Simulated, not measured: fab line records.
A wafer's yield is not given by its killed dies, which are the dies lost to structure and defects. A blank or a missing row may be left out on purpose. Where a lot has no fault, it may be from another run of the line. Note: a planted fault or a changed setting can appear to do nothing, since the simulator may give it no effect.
Which of the tools did it? + flow sky130 + at 1 step of a route of 708, 12 lots with 36 wafers sampled

## WHAT EACH GAUGE READ, for each wafer
SKY_LDD_HVN_TW_MEAS_10.
| lot  | measured     | on            | LDD_HVN_TW     |
|------|--------------|---------------|----------------|
| L075 | day 20 03:32 | film-metro-01 | 1449 1449 1450 |
| L077 | day 20 16:40 | film-metro-02 | 1433 1432 1422 |
| L079 | day 21 16:44 | film-metro-03 | 1427 1430 1432 |
| L081 | day 22 20:30 | film-metro-03 | 1421 1419 1417 |
| L083 | day 23 11:50 | film-metro-03 | 1425 1423 1419 |
| L085 | day 24 04:14 | film-metro-03 | 1426 1423 1428 |
| L087 | day 25 12:50 | film-metro-01 | 1449 1446 1458 |
| L088 | day 26 19:32 | film-metro-03 | 1423 1422 1425 |
| L091 | day 27 13:22 | film-metro-01 | 1439 1439 1437 |
| L093 | day 28 02:41 | film-metro-01 | 1429 1441 1437 |
| L094 | day 29 00:19 | film-metro-02 | 1427 1427 1426 |
| L096 | day 29 06:44 | film-metro-01 | 1438 1433 1441 |

## TOOL THAT RAN EACH LOT (tool first, then ch and the chambers of the sampled wafers, then the start)
There is no process step in the record ahead of these readings.

## THE ANSWER, worked out from the rows above alone
Rule: the lots themselves supply what counts as usual. The widest of any qualifying gaps counts: lots, ordered by their means at a reading, are off when they make up no more than a third of the lots, leave a main group of 4 or more, and stand apart from it by 3 or more times the standard deviation of that group's means. The tables above print the reading to a certain number of digits; a main group whose means all agree to those digits is not used. A lot without any number at a reading at which 4 lots or more have one is off too. Where the step has rows for the other lots, those lots are counted as sound.
None of the lots is off at any reading shown; this tells nothing.

## WHAT THE SIMULATOR HAD INSERTED
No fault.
